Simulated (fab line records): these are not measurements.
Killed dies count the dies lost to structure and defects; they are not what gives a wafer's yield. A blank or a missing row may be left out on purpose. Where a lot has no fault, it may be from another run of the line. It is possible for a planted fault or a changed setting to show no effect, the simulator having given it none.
fab line records	flow sky130
record lots=6	wafers=18	lastDay=50
route steps=708 shown METAL4@622 PAD_OPEN@708
lots untouched by any fault: they come from a run of this same line in which no faults occurred
startH: start of the lot's first displayed wafer, in hours after the record's first day	waitH: how many hours have passed since the lot's step before this one	" the same as in the row above	L1.1+2: one row covering several wafers at once	- value missing, or start not given	* or withheld: withheld	< > ~ a bound
route shown NAME@n: a module of which the file shows steps, and the number in the route of the first	usual: mean/standard deviation of fault-free wafers	same: alike in all rows	chamber/n: place in a boat	sites: the reading at each site	_std_site: standard deviation of those values	_edge_site: inner sites' mean taken away from outer sites' mean	radiusMm: for every site, how far away it sits from the centre of the wafer	mask NAME#n: copy n	behind: tool/chamber where the wafer was last shaped	hold: what put the lot on hold/how long, in hours/how the hold closed	device: whichever transistor did not switch (one of n, p or np)	end of line: the route-end tests of the same wafers	a step with no rows: only its recipe	killed: count of dies lost to structure and defects at first sort (not the wafer's yield)	map: per-die view of a wafer (x killed, . not killed, _ where there is no die)
set.NAME: the run value of the setting; set.NAME@STEP: its run value at that earlier step	model.NAME: the simulator's own value behind a step, which no gauge read
lots at selected steps of the route; one table per step, one row per wafer
services: from which hour (startH, from the record's first day; less than 0 if before it) a tool's chamber was out of use, for how many hours, and why
## steps
# step SKY_METAL4_HMDS_06
# recipe primeTimeS=60	primeTempC=120
# step SKY_METAL4_COAT_07
# recipe resist=BARC	tempC=withheld	timeS=withheld	spinRpm=3000	resistThkNm=60
# step SKY_METAL4_COAT_08
# recipe resist=KrF-thick	spinRpm=3000	resistThkNm=1140
# step SKY_METAL4_SOFTBAKE_09
# recipe tempC=100	timeS=90	resist=KrF-thick
# step SKY_METAL4_EXPOSE_10
# recipe maskId=MM4	na=0.68	sourceShape=annular	sigmaInner=0.4	sigmaOuter=0.8	targetCdNm=300	doseMj=28
# step SKY_METAL4_PEB_11
# recipe pebTempC=withheld	pebTimeS=withheld	resist=KrF-thick
# step SKY_METAL4_DEVELOP_12
# recipe developTimeS=60	resist=KrF-thick	devTempC=21
# step SKY_METAL4_CD_MEAS_13
# recipe targetCdNm=300
# usual cdNm=300.5/1.3
lot.wafer	tool	chamber	startH	waitH	cdNm
L112.3	cdSem-01	-	976.48	-	300.2
L112.4	"	-	"	"	300.4
L112.5	"	-	"	"	300.5
L115.1	cdSem-02	-	1001.19	-	299.5
L115.2	"	-	"	"	299.4
L115.6	"	-	"	"	299.6
L129.2	cdSem-02	-	1088.21	-	301.9
L129.3	"	-	"	"	301.6
L129.6	"	-	"	"	301.7
L130.2	cdSem-02	-	1096.05	-	300.8
L130.3	"	-	"	"	301.1
L130.4	"	-	"	"	301.5
L131.1	cdSem-02	-	1102.23	-	301.2
L131.4	"	-	"	"	301.2
L131.6	"	-	"	"	300.0
L133.3	cdSem-01	-	1116.58	-	300.3
L133.4	"	-	"	"	301.4
L133.5	"	-	"	"	301.4
# step SKY_METAL4_OVL_MEAS_14
# usual METAL4_OVL=-3/5.6
lot.wafer	tool	chamber	startH	waitH	METAL4_OVL[nm]
L112.3	overlay-02	-	976.57	0.1	2
L112.4	"	-	"	"	-6
L112.5	"	-	"	"	2
L115.1	overlay-01	-	1001.31	0.1	-18
L115.2	"	-	"	"	-8
L115.6	"	-	"	"	-7
L129.2	overlay-02	-	1088.32	0.1	-1
L129.3	"	-	"	"	-1
L129.6	"	-	"	"	-4
L130.2	overlay-01	-	1096.16	0.1	-8
L130.3	"	-	"	"	-3
L130.4	"	-	"	"	-3
L131.1	overlay-02	-	1102.35	0.1	-3
L131.4	"	-	"	"	2
L131.6	"	-	"	"	9
L133.3	overlay-01	-	1116.67	0.1	0
L133.4	"	-	"	"	-8
L133.5	"	-	"	"	-2
# step SKY_METAL4_DESCUM_15
# recipe chemistry=O2	sourcePowerW=150	biasPowerW=0	pressureMtorr=10	tempC=40	timeS=8
# usual drypumpMotorCurrentA=5.7/0.33	heBacksideLeakSccm=3.36/0.19	oesProductAu=0.996/0.013
lot.wafer	tool	chamber	startH	waitH	drypumpMotorCurrentA	heBacksideLeakSccm	oesProductAu	rfHoursCounterH
L112.3	rieMetal-02	1	976.61	0.0	5.3	3.59	0.979	-
L112.4	"	0	"	"	5.9	3.47	1.002	-
L112.5	"	0	"	"	5.9	3.66	1.004	-
L115.1	rieMetal-01	1	1001.35	0.0	6.0	3.21	1.001	6
L115.2	"	0	"	"	5.3	3.32	1.000	14
L115.6	"	0	"	"	5.3	3.31	1.001	-
L129.2	rieMetal-04	0	1088.35	0.0	6.1	3.56	0.996	10
L129.3	"	1	"	"	5.5	3.15	1.000	-
L129.6	"	0	"	"	6.1	3.48	0.990	-
L130.2	rieMetal-04	1	1096.19	0.0	5.5	3.21	0.997	14
L130.3	"	0	"	"	6.2	3.56	0.998	-
L130.4	"	1	"	"	5.5	2.95	1.001	-
L131.1	rieMetal-02	1	1102.39	0.0	5.3	3.31	0.971	17
L131.4	"	1	"	"	5.3	3.24	0.977	-
L131.6	"	1	"	"	5.3	3.46	0.979	-
L133.3	rieMetal-02	0	1116.71	0.0	5.9	3.60	1.010	-
L133.4	"	1	"	"	5.3	3.36	0.974	-
L133.5	"	1	"	"	5.3	3.37	0.984	-
# step SKY_METAL4_ETCH_16
# recipe chemistry=N2/H2	target=BARC	ionEnergyEv=200	biasW=100	pressureMtorr=30	n2FlowSccm=100	h2FlowSccm=200	icpW=500	stopOn=SiO2	timeS=88.2	targetDepthA=600
# usual chamberPressureMTorr=30.002/0.027	drypumpMotorCurrentA=5.7/0.34	heBacksideLeakSccm=3.4/0.36	oesProductAu=0.626/0.0049	throttleValvePct=13.206/0.0088
lot.wafer	tool	chamber	startH	waitH	chamberPressureMTorr	drypumpMotorCurrentA	heBacksideLeakSccm	oesProductAu	rfHoursCounterH	throttleValvePct
L112.3	rieMetal-02	1	976.66	0.0	29.994	5.3	3.3	0.632	-	13.193
L112.4	"	0	"	"	30.036	6.0	3.4	0.633	-	13.214
L112.5	"	0	"	"	29.999	6.0	3.4	0.619	-	13.197
L115.1	rieMetal-01	1	1001.38	0.0	29.986	6.0	3.2	0.619	6	13.187
L115.2	"	0	"	"	29.989	5.3	3.3	0.629	14	13.190
L115.6	"	0	"	"	30.008	5.4	3.2	0.628	-	13.210
L129.2	rieMetal-04	0	1088.38	0.0	29.972	6.2	3.6	0.622	10	13.217
L129.3	"	1	"	"	30.037	5.5	3.2	0.628	-	13.197
L129.6	"	0	"	"	29.999	6.2	3.6	0.627	-	13.179
L130.2	rieMetal-04	1	1096.22	0.0	30.002	5.5	3.1	0.624	14	13.201
L130.3	"	0	"	"	30.025	6.2	3.6	0.627	-	13.208
L130.4	"	1	"	"	30.019	5.5	3.2	0.624	-	13.205
L131.1	rieMetal-02	1	1102.42	0.0	30.011	5.3	3.4	0.630	17	13.198
L131.4	"	1	"	"	29.979	5.4	5.0	0.631	-	13.216
L131.6	"	1	"	"	30.019	5.3	3.5	0.622	-	13.215
L133.3	rieMetal-02	0	1116.76	0.0	29.991	6.0	3.6	0.622	-	13.199
L133.4	"	1	"	"	30.044	5.3	3.3	0.620	-	13.208
L133.5	"	1	"	"	29.970	5.3	3.4	0.627	-	13.217
# step SKY_METAL4_ETCH_17
# recipe target=SiO2	stopOn=TiN	chemistry=C4F8/O2/Ar	sourceW=1500	biasW=1200	pressureMtorr=40	c4f8FlowSccm=withheld	O2_flow_sccm=6	Ar_flow_sccm=300	timeS=3.9	targetDepthA=150
# usual chamberPressureMTorr=40.00/0.04	oesProductAu=0.754/0.0071
lot.wafer	tool	chamber	startH	waitH	chamberPressureMTorr	oesProductAu	rfHoursCounterH
L112.3	rieDiel-01	0	976.73	0.0	39.99	0.750	8
L112.4	"	3	"	"	40.03	0.764	19
L112.5	"	2	"	"	40.03	0.761	-
L115.1	rieDiel-02	1	1001.48	0.1	39.98	0.741	13
L115.2	"	0	"	"	39.92	0.752	7
L115.6	"	2	"	"	40.06	0.753	-
L129.2	rieDiel-02	2	1088.48	0.1	39.97	0.746	8
L129.3	"	1	"	"	39.98	0.749	16
L129.6	"	1	"	"	39.96	0.750	-
L130.2	rieDiel-04	0	1096.32	0.1	40.03	0.752	6
L130.3	"	1	"	"	39.95	0.756	21
L130.4	"	3	"	"	39.97	0.768	16
L131.1	rieDiel-04	1	1102.52	0.1	40.08	0.746	21
L131.4	"	2	"	"	39.97	0.751	28
L131.6	"	0	"	"	39.99	0.745	-
L133.3	rieDiel-02	2	1116.83	0.0	39.99	0.741	9
L133.4	"	3	"	"	40.00	0.751	11
L133.5	"	0	"	"	39.94	0.771	-
# step SKY_METAL4_METAL_ETCH_18
# recipe targetDepthA=8450	stopOn=SiO2	overEtchFrac=0.3	timeS=183.1	chemistry=Cl2/BCl3	resistSidewallDeg=88	pressureMtorr=10	icpW=900	biasW=48.5	Cl2_flow_sccm=60	bcl3FlowSccm=30
# usual bcl3FlowSccm=29.99/0.092	chamberPressureMTorr=9.999/0.0093	drypumpMotorCurrentA=5.7/0.34	heBacksideLeakSccm=3.35/0.29	oesProductAu=0.866/0.0064	throttleValvePct=22.264/0.0096
lot.wafer	tool	chamber	startH	waitH	bcl3FlowSccm	chamberPressureMTorr	drypumpMotorCurrentA	heBacksideLeakSccm	oesProductAu	rfHoursCounterH	throttleValvePct
L112.3	rieMetal-04	1	976.80	0.1	30.10	10.009	5.5	3.15	0.864	-	22.255
L112.4	"	0	"	"	30.07	9.995	6.1	3.53	0.854	-	22.270
L112.5	"	0	"	"	29.97	9.999	6.1	3.48	0.854	-	22.270
L115.1	rieMetal-02	0	1001.50	0.0	29.93	9.992	5.9	3.29	0.876	14	22.281
L115.2	"	1	"	"	29.99	9.987	5.3	3.39	0.864	10	22.275
L115.6	"	1	"	"	30.12	10.005	5.3	4.21	0.870	-	22.256
L129.2	rieMetal-02	1	1088.50	0.0	29.81	9.998	5.3	3.19	0.858	16	22.266
L129.3	"	0	"	"	29.99	8.002	5.9	3.29	0.874	-	22.261
L129.6	"	0	"	"	29.94	7.993	6.0	3.38	0.862	-	22.260
L130.2	rieMetal-02	0	1096.34	0.0	30.12	7.998	6.0	3.46	0.855	20	22.262
L130.3	"	1	"	"	29.97	9.992	5.3	3.16	0.866	-	22.243
L130.4	"	0	"	"	30.13	8.002	6.0	4.23	0.867	-	22.268
L131.1	rieMetal-01	1	1102.54	0.0	30.01	9.987	6.1	2.97	0.865	14	22.259
L131.4	"	1	"	"	30.03	9.991	6.1	3.18	0.858	-	22.255
L131.6	"	1	"	"	30.10	10.009	6.1	3.34	0.865	-	22.258
L133.3	rieMetal-01	0	1116.91	0.1	29.95	9.997	5.3	3.36	0.872	-	22.271
L133.4	"	1	"	"	29.98	10.005	6.0	3.20	0.870	-	22.270
L133.5	"	0	"	"	30.00	10.016	5.4	3.37	0.875	-	22.257
# step SKY_METAL4_STRIP_19
# recipe chemistry=O2/N2	powerW=1400	pressureMtorr=1500	platenTempC=withheld	o2FlowSccm=3000	n2FlowSccm=300	overashFraction=0.5
# usual drypumpMotorCurrentA=6.3/0.57	oesProductAu=0.504/0.0065	stripTimeToEndpointS=6.58/0.12
# same overashFraction=0.5
lot.wafer	tool	chamber	startH	waitH	drypumpMotorCurrentA	oesProductAu	rfHoursCounterH	stripTimeToEndpointS
L112.3	plasmaAsher-01	1	976.96	0.1	6.7	0.505	-	6.57
L112.4	"	0	"	"	5.9	0.509	-	6.62
L112.5	"	0	"	"	5.9	0.506	-	6.62
L115.1	plasmaAsher-02	1	1001.67	0.1	5.1	0.498	115	6.48
L115.2	"	0	"	"	4.8	0.503	115	6.66
L115.6	"	0	"	"	4.8	0.501	-	6.64
L129.2	plasmaAsher-03	0	1088.69	0.1	6.5	0.508	38	6.78
L129.3	"	0	"	"	6.5	0.499	-	6.56
L129.6	"	1	"	"	6.7	0.498	-	6.54
L130.2	plasmaAsher-03	0	1096.52	0.1	6.5	0.504	39	6.60
L130.3	"	1	"	"	6.7	0.511	-	6.83
L130.4	"	0	"	"	6.5	0.504	-	6.64
L131.1	plasmaAsher-03	0	1102.72	0.1	6.5	0.501	39	6.52
L131.4	"	1	"	"	6.7	0.492	-	6.48
L131.6	"	0	"	"	6.5	0.500	-	6.52
L133.3	plasmaAsher-01	1	1117.06	0.1	6.6	0.509	-	6.64
L133.4	"	0	"	"	5.9	0.504	-	6.59
L133.5	"	1	"	"	6.7	0.512	-	6.64
# step SKY_PAD_OPEN_PROBE_99
# usual defectLimitedYield=82.9/2.2	killed_at_M0_to_M3=42/7	killed_at_M4_up=2.8/1.8	killedAtContacts=24/5.8	killedAtFrontEnd=15/4.8	killedAtOther=0.3/0.56	killedDies=84/11	killedOpen=46/7.8	killedShort=38/6.3	sort_bin_3_pad_short=0.8/0.43	sort_bin_5_function=10.2/1.6	sort_bin_6_memory=6.0/1.1	sortNPass=408/11	sortYieldPct=82.9/2.2
# same grossDies=492	killedAtBackSide=0	sort_bin_4_leakage[%]=0	sort_bin_8_speed[%]=0
lot.wafer	tool	chamber	startH	waitH	defectLimitedYield[%]	killed_at_M0_to_M3	killed_at_M4_up	killedAtContacts	killedAtFrontEnd	killedAtOther	killedDies	killedOpen	killedShort	sort_bin_3_pad_short[%]	sort_bin_5_function[%]	sort_bin_6_memory[%]	sortNPass	sortYieldPct[%]
L129.2	prober-02	-	1170.99	0.1	80.3	46	0	25	26	0	97	59	38	1.4	12.8	5.5	395	80.3
L129.3	prober-02	-	1171.04	0.2	81.1	47	5	25	16	0	93	53	40	1.0	10.0	7.9	399	81.1
L129.6	prober-02	-	1171.19	0.2	86.2	34	3	13	18	0	68	37	31	0.8	8.5	4.5	424	86.2
L130.2	prober-01	-	1177.57	0.1	81.5	50	0	25	16	0	91	57	34	0.4	10.4	7.7	401	81.5
L130.3	prober-01	-	1177.62	0.2	78.7	43	2	37	22	1	105	60	45	1.2	12.8	7.3	387	78.7
L130.4	prober-01	-	1177.67	0.2	85.8	33	3	23	11	0	70	45	25	0.6	8.7	4.9	422	85.8
L133.3	prober-02	-	1192.26	0.2	84.8	54	0	9	12	0	75	36	39	0.6	8.3	6.3	417	84.8
L133.4	prober-02	-	1192.31	0.2	76.6	54	4	35	21	1	115	52	62	2.2	14.8	6.3	377	76.6
L133.5	prober-02	-	1192.36	0.2	81.5	50	0	33	8	0	91	50	40	0.6	11.8	6.1	401	81.5
# killed by level:class
L129.2 VIA1:geometricParticle:open=11 CONTACT:geometricParticle:open=10 POLY_GATE:geometricParticle:open=8 LI_CONTACT:geometricParticle:open=7 METAL2:geometricParticle:short=7 FIELD_ISO:geometricParticle:open=6 CONTACT:geometricParticle:short=6 VIA2:geometricParticle:open=6
L129.3 VIA2:geometricParticle:open=19 CONTACT:geometricParticle:open=8 CONTACT:geometricParticle:short=6 POLY_GATE:geometricParticle:open=5 VIA1:geometricParticle:open=5 METAL4:geometricParticle:short=5 LI_CONTACT:geometricParticle:open=4 METAL1:geometricParticle:short=4
L129.6 VIA3:geometricParticle:open=9 CONTACT:geometricParticle:open=8 FIELD_ISO:geometricParticle:short=5 METAL1:geometricParticle:short=5 VIA1:geometricParticle:open=5 VIA2:geometricParticle:open=4 METAL2:geometricParticle:short=4 SONOS_ONO:geometricParticle:short=3
L130.2 VIA2:geometricParticle:open=13 VIA3:geometricParticle:open=10 LI_CONTACT:geometricParticle:open=9 VIA1:geometricParticle:open=9 CONTACT:geometricParticle:short=7 CONTACT:geometricParticle:open=6 FIELD_ISO:geometricParticle:short=5 METAL1:geometricParticle:short=5
L130.3 CONTACT:geometricParticle:open=15 LI_CONTACT:geometricParticle:open=9 VIA3:geometricParticle:open=8 FIELD_ISO:geometricParticle:short=7 VIA1:geometricParticle:open=7 FIELD_ISO:geometricParticle:open=6 CONTACT:geometricParticle:short=6 METAL1:geometricParticle:short=6
L130.4 CONTACT:geometricParticle:open=12 VIA1:geometricParticle:open=9 VIA3:geometricParticle:open=9 LI_CONTACT:geometricParticle:open=6 METAL2:geometricParticle:short=4 FIELD_ISO:geometricParticle:short=3 POLY_GATE:geometricParticle:open=3 LOCAL_INTERCONNECT:geometricParticle:short=3
L133.3 VIA2:geometricParticle:open=9 VIA1:geometricParticle:open=9 METAL2:geometricParticle:short=9 METAL1:geometricParticle:short=7 VIA3:geometricParticle:open=5 FIELD_ISO:geometricParticle:short=4 POLY_GATE:geometricParticle:short=4 CONTACT:geometricParticle:open=4
L133.4 CONTACT:geometricParticle:open=12 METAL1:geometricParticle:short=12 METAL2:geometricParticle:short=10 LI_CONTACT:geometricParticle:open=8 VIA1:geometricParticle:open=7 VIA3:geometricParticle:open=6 FIELD_ISO:geometricParticle:short=5 POLY_GATE:geometricParticle:short=5
L133.5 CONTACT:geometricParticle:open=13 VIA1:geometricParticle:open=12 METAL2:geometricParticle:short=12 LI_CONTACT:geometricParticle:open=8 VIA2:geometricParticle:open=6 VIA3:geometricParticle:short=5 LI_CONTACT:geometricParticle:short=5 CONTACT:geometricParticle:short=4
## services
tool	chamber	startH	hours	kind
rieDiel-04	-	956.11	2.8	pm
rieDiel-02	1	965.91	11.0	repair
rieMetal-01	-	967.93	4.3	pm
rieDiel-01	0	989.77	7.1	repair
rieDiel-04	3	1011.04	9.5	repair
rieDiel-02	-	1027.90	0.2	repair
rieDiel-02	3	1028.47	8.3	repair
plasmaAsher-02	-	1055.25	9.0	pm
plasmaAsher-02	0	1055.25	9.0	ventCycle
plasmaAsher-02	1	1055.25	9.0	ventCycle
rieDiel-04	-	1055.73	0.3	repair
plasmaAsher-02	0	1064.25	-	clean
plasmaAsher-02	1	1064.25	-	clean
rieMetal-01	0	1064.66	3.6	repair
rieDiel-01	-	1075.34	2.2	repair
plasmaAsher-03	-	1088.90	2.8	pm
plasmaAsher-02	-	1095.71	36.3	repair
rieDiel-01	3	1100.28	2.5	repair
## key
firstSign step=SKY_METAL4_METAL_ETCH_18	reading=chamberPressureMTorr	direction=down	sigmas=99+	usual=9.999	struck=7.999
effect none on later readings
metAt SKY_METAL4_METAL_ETCH_18
struckWafers L129.3,L129.6,L130.2,L130.4
onsetBetween 1001.50 1088.50
fault kind=processParameterDrift	tool=rieMetal-02	chamber=0	onsetH=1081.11	steps=SKY_METAL4_METAL_ETCH_18	channel=pressureMtorr	offset=-2	shape=step	endH=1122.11	actsIn=theseRecipesOnly	stated=10
